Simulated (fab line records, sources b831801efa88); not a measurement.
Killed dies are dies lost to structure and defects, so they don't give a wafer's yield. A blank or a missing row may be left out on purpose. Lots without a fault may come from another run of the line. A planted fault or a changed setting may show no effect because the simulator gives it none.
Which tool did it? | flow sky130 | 13 lots, 39 wafers sampled, at 3 steps of a route of 708

WHAT THE GAUGES READ, wafer by wafer
SKY_METAL5_THK_MEAS_06: measures by xrf. Usual: METAL5_ALCU_THK 1146 nm, standard deviation 16.
lot  | measured     | on            | METAL5_ALCU_THK (nm) | flag
L697 | day 42 17:44 | film_metro-04 | 1148 1145 1145       |
L698 | day 42 22:04 | film_metro-04 | 1172 1168 1158       |
L700 | day 43 16:52 | film_metro-03 | 1126 1112 1115       |
L701 | day 43 17:49 | film_metro-03 | 1169 1163 1167       |
L702 | day 44 12:22 | film_metro-02 | 1152 1150 1159       |
L707 | day 45 18:14 | film_metro-04 | 1166 1157 1162       |
L709 | day 46 03:58 | film_metro-03 | 1135 1136 1140       |
L710 | day 46 06:52 | film_metro-02 | 1153 1155 1146       |
L711 | day 46 12:25 | film_metro-04 | 1132 1153 1133       |
L713 | day 46 19:12 | film_metro-04 | 1151 1161 1160       |
L715 | day 47 06:55 | film_metro-04 | 1161 1160 1132       |
L717 | day 47 22:10 | film_metro-02 | 1147 1143 1138       |
L720 | day 48 15:04 | film_metro-02 | 1145 1154 1155       |

WHICH TOOL RAN EACH LOT (tool, then ch and the chambers of the sampled wafers, then the start)
lot  | SKY_LOCAL_INTERCONNECT_CLEAN_18 | SKY_METAL5_SPUTTER_00
L697 | wet_bench-01 ch 2, day 30 03:21 | pvd_sputter-04, day 42 17:27
L698 | wet_bench-02 ch 3, day 30 16:25 | pvd_sputter-02, day 42 21:47
L700 | wet_bench-02 ch 1, day 31 11:09 | pvd_sputter-04, day 43 16:34
L701 | wet_bench-01 ch 1, day 31 12:30 | pvd_sputter-04, day 43 17:32
L702 | wet_bench-04 ch 3, day 32 11:11 | pvd_sputter-03, day 44 12:05
L707 | wet_bench-01 ch 0, day 33 21:49 | pvd_sputter-02, day 45 17:56
L709 | wet_bench-02 ch 3, day 34 11:02 | pvd_sputter-04, day 46 03:41
L710 | wet_bench-04 ch 3, day 34 15:42 | pvd_sputter-04, day 46 06:35
L711 | wet_bench-04 ch 2, day 34 21:24 | pvd_sputter-04, day 46 12:08
L713 | wet_bench-01 ch 1, day 35 04:12 | pvd_sputter-04, day 46 18:54
L715 | wet_bench-01 ch 2, day 35 23:03 | pvd_sputter-03, day 47 06:38
L717 | wet_bench-01 ch 0, day 36 20:32 | pvd_sputter-04, day 47 21:53
L720 | wet_bench-01 ch 3, day 37 12:33 | pvd_sputter-02, day 48 14:46
- SKY_LOCAL_INTERCONNECT_CLEAN_18: cleans in O3/DIW.
- SKY_METAL5_SPUTTER_00: material Ti, target thk 15 nm, time 10 s.

WHAT THE TOOLS THEMSELVES READ (means of the sampled wafers that have a number; where no wafer has one, the mark that the record gives instead)
SKY_METAL5_SPUTTER_00. Usual: throttle_valve_pct 30.5 %, standard deviation 0.88.
lot  | tool           | throttle_valve_pct (%) | flag
L697 | pvd_sputter-04 | 30.3                   |
L698 | pvd_sputter-02 | 31.0                   |
L700 | pvd_sputter-04 | 30.6                   |
L701 | pvd_sputter-04 | 30.7                   |
L702 | pvd_sputter-03 | 29.3                   |
L707 | pvd_sputter-02 | 30.6                   |
L709 | pvd_sputter-04 | 30.9                   |
L710 | pvd_sputter-04 | 30.7                   |
L711 | pvd_sputter-04 | 30.7                   |
L713 | pvd_sputter-04 | 29.9                   |
L715 | pvd_sputter-03 | 30.1                   |
L717 | pvd_sputter-04 | 30.6                   |
L720 | pvd_sputter-02 | 30.8                   |

THE ANSWER, worked out from the rows above alone
Rule: a lot is off if the mean of its wafers that have a number lies more than 3 standard deviations from the usual mean. A lot without any number at a reading at which 4 lots or more have one is off too. The other lots that the step has rows for count as sound. The gauges are gone through in route order, then the tools' own readings, and for those a lot's mean is taken as printed above. The first step at which some lot is off is used, and at that step the reading that is off furthest; a lot without a number counts as furthest.
No lot is off at any reading shown: from this, nothing can be told.

WHAT THE SIMULATOR HAD PUT IN
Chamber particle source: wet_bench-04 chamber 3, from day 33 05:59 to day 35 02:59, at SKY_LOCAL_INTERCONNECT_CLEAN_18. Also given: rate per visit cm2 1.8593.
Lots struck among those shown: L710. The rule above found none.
